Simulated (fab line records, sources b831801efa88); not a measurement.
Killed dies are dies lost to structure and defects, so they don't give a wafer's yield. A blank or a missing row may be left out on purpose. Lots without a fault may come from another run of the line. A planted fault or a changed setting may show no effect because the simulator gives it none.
Chamber matching | flow gf180mcu | GF_V3_CMP_04 on cmp-02: 4 sister chambers
The step polishes SiO2. 4 wafers are shown with their chamber, then 8 later ones without.

WAFERS WITH THEIR CHAMBER
wafer  | chamber | motor_current_A (A)
L526.1 | 0       | 13.1
L526.3 | 2       | 13.0
L526.4 | 1       | 11.8
L527.2 | 3       | 12.0

WAFERS WITHOUT THEIR CHAMBER
wafer  | motor_current_A (A)
L527.5 | 12.5
L527.6 | 11.8
L536.3 | 11.6
L536.4 | 13.3
L536.6 | 13.0
L539.2 | 13.3
L539.4 | 11.4
L539.6 | 13.2

WHICH CHAMBER EACH WENT THROUGH
wafer  | from the rows above               | in truth
L527.5 | can't be placed: 2 or 3 or 0 or 1 | 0
L527.6 | can't be placed: 1 or 3           | 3
L536.3 | can't be placed: 1 or 3           | 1
L536.4 | can't be placed: 0 or 2           | 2
L536.6 | can't be placed: 2 or 0           | 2
L539.2 | can't be placed: 0 or 2           | 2
L539.4 | can't be placed: 1 or 3           | 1
L539.6 | can't be placed: 0 or 2           | 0
Placed correctly: 0 of 8. Can't be placed from these rows: 8 (the true chamber is among the candidates in 8). Placed wrongly: 0.
How it was worked out, from the rows above alone: a wafer's distance from a chamber is the root of the sum, over the readings, of the square of ((its reading less the chamber's mean) divided by the reading's scatter). The wafer belongs to the nearest chamber; if the next one is less than 2 further off, it can't be placed. A chamber's mean is the mean of its shown wafers. The scatter: with one shown wafer a chamber, the root of the mean of the squares of how far each hidden wafer lies from its nearest shown one.
